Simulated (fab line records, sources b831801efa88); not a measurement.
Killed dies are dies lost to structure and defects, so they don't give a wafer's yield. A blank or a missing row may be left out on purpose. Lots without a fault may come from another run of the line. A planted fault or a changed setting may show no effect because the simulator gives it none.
Chamber matching | flow sky130 | SKY_VIA3_ETCH_15 on rie_diel-04: 4 sister chambers
The step etches SiO2 in C4F8/O2/Ar, stops on TiN, target depth 507 nm, time 78 s. 8 wafers are shown with their chamber, then 7 later ones without.

WAFERS WITH THEIR CHAMBER
wafer  | chamber | rf_fwd_power_W (W) | oes_product_au (a.u.)
L312.6 | 1       | 1491               | 0.951
L313.1 | 1       | 1490               | 0.948
L315.3 | 3       | 1491               | 0.950
L315.4 | 2       | 1493               | 0.947
L317.4 | 0       | 1491               | 0.954
L317.5 | 3       | 1482               | 0.948
L317.6 | 2       | 1492               | 0.948
L318.2 | 0       | 1493               | 0.941

WAFERS WITHOUT THEIR CHAMBER
wafer  | rf_fwd_power_W (W) | oes_product_au (a.u.)
L318.3 | 1496               | 0.944
L318.5 | 1492               | 0.943
L322.3 | 1491               | 0.947
L322.4 | 1490               | 0.953
L329.2 | 1483               | 0.947
L329.4 | 1497               | 0.948
L329.6 | 1494               | 0.942

WHICH CHAMBER EACH WENT THROUGH
wafer  | from the rows above               | in truth
L318.3 | can't be placed: 2 or 0 or 1 or 3 | 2
L318.5 | can't be placed: 0 or 2 or 1 or 3 | 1
L322.3 | can't be placed: 0 or 2 or 1 or 3 | 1
L322.4 | can't be placed: 1 or 0 or 3 or 2 | 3
L329.2 | can't be placed: 3 or 1 or 0 or 2 | 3
L329.4 | can't be placed: 2 or 0 or 1 or 3 | 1
L329.6 | can't be placed: 2 or 0 or 1 or 3 | 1
Placed correctly: 0 of 7. Can't be placed from these rows: 7 (the true chamber is among the candidates in 7). Placed wrongly: 0.
How it was worked out, from the rows above alone: a wafer's distance from a chamber is the root of the sum, over the readings, of the square of ((its reading less the chamber's mean) divided by the reading's scatter). The wafer belongs to the nearest chamber; if the next one is less than 2 further off, it can't be placed. A chamber's mean is the mean of its shown wafers. The scatter: the root of (the sum of the squares of (reading less its chamber's mean) over the shown wafers, divided by (wafers less chambers)).
